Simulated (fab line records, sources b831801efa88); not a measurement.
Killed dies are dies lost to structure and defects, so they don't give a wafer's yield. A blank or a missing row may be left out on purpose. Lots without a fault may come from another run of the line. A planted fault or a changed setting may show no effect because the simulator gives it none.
One fault seen from 2 desks | flow gf180mcu | each desk has only its own numbers; what lay behind them comes last

THE TOOL OWNER'S DESK: implanter-03
The tool's own readings at GF_LVPWELL_IMPLANT_08: means of the sampled wafers that have a number, for each lot that ran on this tool. A lot is out of limits, marked OUT, if its mean lies more than 4 standard deviations from the usual mean; the brackets give that distance.
Columns: A = dose_ions_cm2 at GF_LVPWELL_IMPLANT_08, usual 1.5002e+13; B = faraday_current_uA at GF_LVPWELL_IMPLANT_08, usual 84.3
lot  | first seen here | A                            | B
L551 | day 5 14:11     | 1.5008e+13                   | 83.3
L553 | day 5 22:53     | 1.4997e+13                   | 84.5
L557 | day 6 21:50     | 8.2103e+12 (-99 or more) OUT | 46.3 (-22) OUT
L560 | day 7 14:42     | 8.2217e+12 (-99 or more) OUT | 46.7 (-22) OUT
This desk's finding: out of limits on L557, L560; first on L557, day 6 21:50 (dose_ions_cm2 at GF_LVPWELL_IMPLANT_08). In limits: L551, L553.

THE METROLOGY DESK
What the gauges read, lot by lot, whatever tool the lot ran on: means of the sampled wafers that have a number. A lot is out of limits, marked OUT, if its mean lies more than 4 standard deviations from the usual mean; the brackets give that distance.
Columns: A = cd_nm at GF_STI_CD_MEAS_12, usual 220.2 nm; B = STI_OXIDATION_02_THK at GF_STI_THK_MEAS_30, usual 10.04 nm; C = LVPWELL_TW at GF_LVPWELL_TW_MEAS_11, usual 561; D = LVPWELL_RS at GF_VT_IMPLANT_RS_MEAS_48, usual 1196.7 ohm/sq
lot  | first seen here | A     | B     | C             | D
L545 | day 2 07:25     | 220.3 | 10.13 | 559           | 1195.3
L546 | day 2 12:19     | 221.2 | 9.97  | 561           | 1193.8
L549 | day 3 03:16     | 219.1 | 10.06 | 563           | 1192.2
L551 | day 3 16:01     | 220.7 | 9.80  | 562           | 1197.7
L552 | day 3 19:12     | 220.6 | 10.21 | 562           | 1195.8
L553 | day 4 00:01     | 219.1 | 9.77  | 557           | 1197.0
L556 | day 4 15:52     | 219.0 | 10.06 | 560           | 1199.0
L557 | day 4 19:50     | 220.7 | 10.03 | 486 (-18) OUT | 1604.9 (+99 or more) OUT
L560 | day 5 12:27     | 221.5 | 10.24 | 485 (-19) OUT | 1607.1 (+99 or more) OUT
L564 | day 6 08:08     | 221.5 | 9.92  | 559           | 1197.0
L565 | day 6 13:23     | 221.3 | 10.12 | 568           | 1197.6
L566 | day 6 18:35     | 219.2 | 10.23 | 558           | 1196.6
This desk's finding: out of limits on L557, L560; first on L557, day 6 22:14 (LVPWELL_TW at GF_LVPWELL_TW_MEAS_11). In limits: L545, L546, L549, L551, L552, L553, L556, L564, L565, L566.

PUT TOGETHER
The tool owner's desk could have raised an alarm at day 6 21:50, on L557, L560.
The metrology desk could have raised an alarm at day 6 22:14, on L557, L560.
Of the lots named, all ran GF_LVPWELL_IMPLANT_08 on implanter-03.

WHAT THE SIMULATOR HAD PUT IN
Process parameter drift: implanter-03, from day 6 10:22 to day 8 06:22, at GF_LVPWELL_IMPLANT_08. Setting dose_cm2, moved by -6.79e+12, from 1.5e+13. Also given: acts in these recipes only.
Lots struck among those shown: L557, L560.
Hours from the fault's start to each desk's first reading out of limits: the tool owner's desk, 11; the metrology desk, 12.
